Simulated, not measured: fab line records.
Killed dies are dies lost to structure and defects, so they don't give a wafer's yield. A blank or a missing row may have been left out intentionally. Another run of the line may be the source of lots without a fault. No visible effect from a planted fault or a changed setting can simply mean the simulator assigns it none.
A struck lot beside a sound one + flow sky130 + 42 steps out of a route of 708
Sound: the wafers L274.2, L274.3, L274.4. Wafers struck: L260.2, L260.3, L260.6. The cause is named last.
For every step that has rows: the tool of each side, followed by ch and its chambers, followed by its first start. Under that, the readings that differ: sound wafers + struck wafers + difference of the means + sigmas: that difference in standard deviations of wafers without a fault.
alike: same words and numbers on both sides, and readings whose means sit less than 2 such deviations apart. not compared: any withheld reading, any reading some wafer has no value for, any bound like >300 that may hide the same value, and any number with overlapping values for which the record gives no deviation.
A row with sigmas, a row that says differs or no value, or rows on one side alone: a step with any of these is where the two part. Numbers that have no deviation but don't overlap get no sigmas and don't part them. A reading that every wafer of one side lacks parts them only if that side has two wafers or more.

first, 1 step without rows for these wafers: SKY_POLY_CUT_ETCH_10 (etches BARC in N2/H2, stops on SiO2, time 45.9 s, target depth 60 nm).
SKY_POLY_CUT_ETCH_11: etches Si3N4 in CF4/CH2F2/Ar, stops on poly-Si, time 42.5 s, target depth 60 nm.
  sound on rie_diel-03 ch 0,2,3, day 31 05:47; struck on rie_diel-04 ch 0,2,3, day 26 15:56
  alike: drypump_motor_current_A, oes_product_au, throttle_valve_pct
  not compared: rf_hours_counter_h
SKY_POLY_CUT_STRIP_12: strips in O2/N2.
  sound on plasma_asher-04 ch 0,1, day 31 05:50; struck on plasma_asher-02 ch 0,1, day 26 15:59
  alike: drypump_motor_current_A, oes_product_au, strip_time_to_endpoint_s
  not compared: rf_hours_counter_h
then, 7 steps without rows for these wafers: SKY_SD_P_DEHYDRATE_00 (time 60 s); SKY_SD_P_HMDS_01 (prime time 60 s); SKY_SD_P_COAT_02 (resist thk 1140 nm); SKY_SD_P_SOFTBAKE_03 (time 60 s); SKY_SD_P_EXPOSE_04 (exposes mask PSDM, target cd 380 nm); SKY_SD_P_PEB_05; SKY_SD_P_DEVELOP_06 (develop time 60 s).
SKY_SD_P_CD_MEAS_07: the cd target is 380 nm.
  sound on cd_sem-01 at day 32 09:17; struck on cd_sem-01 at day 27 20:43
  alike: cd_nm
SKY_SD_P_OVL_MEAS_08:
  sound on overlay-01 at day 32 09:23; struck on overlay-01 at day 27 20:49
  alike: SD_P_OVL
SKY_SD_P_IMPLANT_09:
  sound on implanter-04 ch 0, day 32 09:26; struck on implanter-04 ch 0, day 27 20:53
SKY_SD_P_STRIP_10: strips in O2/N2.
  sound on plasma_asher-03 ch 0,1, day 32 09:34; struck on plasma_asher-02 ch 0,1, day 27 21:00
  alike: drypump_motor_current_A, oes_product_au, strip_time_to_endpoint_s
  not compared: rf_hours_counter_h
SKY_SD_P_TW_MEAS_11:
  sound on film_metro-03 at day 32 09:40; struck on film_metro-03 at day 27 21:07
| reading | sound          | struck         | difference | sigmas |
|---------|----------------|----------------|------------|--------|
| SD_P_TW | 2850 2855 2862 | 2793 2804 2801 | -56        | -4     |
then, 8 steps without rows for these wafers: SKY_RES_XHIGH_DEHYDRATE_00 (time 60 s); SKY_RES_XHIGH_HMDS_01 (prime time 60 s); SKY_RES_XHIGH_COAT_02 (resist thk 1140 nm); SKY_RES_XHIGH_SOFTBAKE_03 (time 60 s); SKY_RES_XHIGH_EXPOSE_04 (exposes mask URPM, target cd 1270 nm); SKY_RES_XHIGH_PEB_05; SKY_RES_XHIGH_DEVELOP_06 (develop time 60 s); SKY_RES_XHIGH_IMPLANT_07.
SKY_RES_XHIGH_STRIP_08: strips in O2/N2.
  sound on plasma_asher-01 ch 0,1, day 33 13:07; struck on plasma_asher-01 ch 0,1, day 29 02:01
  alike: drypump_motor_current_A, oes_product_au, strip_time_to_endpoint_s
  not compared: rf_hours_counter_h
SKY_RES_XHIGH_TW_MEAS_09:
  sound on film_metro-03 at day 33 13:13; struck on film_metro-03 at day 29 02:07
  alike: RES_XHIGH_TW
then, 7 steps without rows for these wafers: SKY_SD_N_DEHYDRATE_00 (time 60 s); SKY_SD_N_HMDS_01 (prime time 60 s); SKY_SD_N_COAT_02 (resist thk 1140 nm); SKY_SD_N_SOFTBAKE_03 (time 60 s); SKY_SD_N_EXPOSE_04 (exposes mask NSDM, target cd 380 nm); SKY_SD_N_PEB_05; SKY_SD_N_DEVELOP_06 (develop time 60 s).
SKY_SD_N_CD_MEAS_07: the cd target is 380 nm.
  sound on cd_sem-01 at day 34 16:10; struck on cd_sem-01 at day 30 05:43
  alike: cd_nm
SKY_SD_N_OVL_MEAS_08:
  sound on overlay-02 at day 34 16:16; struck on overlay-02 at day 30 05:49
  alike: SD_N_OVL
then, 2 steps without rows for these wafers: SKY_SD_N_IMPLANT_09; SKY_SD_N_IMPLANT_10.
SKY_SD_N_STRIP_11: strips in O2/N2.
  sound on plasma_asher-02 ch 0,1, day 34 16:36; struck on plasma_asher-04 ch 1, day 30 06:09
  alike: drypump_motor_current_A, oes_product_au, strip_time_to_endpoint_s
  not compared: rf_hours_counter_h
SKY_SD_N_TW_MEAS_12:
  sound on film_metro-03 at day 34 16:43; struck on film_metro-04 at day 30 06:16
  alike: SD_N_TW
then, 2 steps without rows for these wafers: SKY_SD_N_CLEAN_13 (cleans in SC1/SC2, time 150 s); SKY_SD_N_RTA_14 (time 2 s).
SKY_SD_N_RS_MEAS_16: measurement is done with a four-point probe.
  sound on film_metro-03 at day 34 17:01; struck on film_metro-04 at day 30 06:34
  alike: SD_N_RS
-- record jumps: 17 days separate the struck wafers' starts on either side; left off in module SD_N, taken up again in module PAD_OPEN, whose first shown step is the route's number 708 --
SKY_PAD_OPEN_PROBE_99:
  sound on prober-01 at day 50 16:10; struck on prober-01 at day 47 14:49
| reading                                 | sound             | struck            | difference | sigmas |
|-----------------------------------------|-------------------|-------------------|------------|--------|
| model.etest.res_high_po.rs_ohm_sq_range | 10.77 8.326 9.732 | 53.48 54.39 51.45 | +43.50     |        |
| model.etest.res_pdiff.rs_ohm_sq_range   | 4.928 5.723 5.451 | 21.05 19.35 18.57 | +14.29     |        |
  alike: killed_at_M0_to_M3, killed_at_M4_up, killed_at_contacts, killed_at_front_end, killed_at_other, killed_dies, killed_on_rim, killed_open, killed_short

## WHERE THEY PART
Only at SKY_SD_P_TW_MEAS_11, as far as this record shows. Later steps at which nothing parts them and some readings are alike: SKY_RES_XHIGH_STRIP_08, SKY_RES_XHIGH_TW_MEAS_09, SKY_SD_N_CD_MEAS_07, SKY_SD_N_OVL_MEAS_08, SKY_SD_N_STRIP_11, SKY_SD_N_TW_MEAS_12, SKY_SD_N_RS_MEAS_16, SKY_PAD_OPEN_PROBE_99.

WHY: whatever the simulator had introduced
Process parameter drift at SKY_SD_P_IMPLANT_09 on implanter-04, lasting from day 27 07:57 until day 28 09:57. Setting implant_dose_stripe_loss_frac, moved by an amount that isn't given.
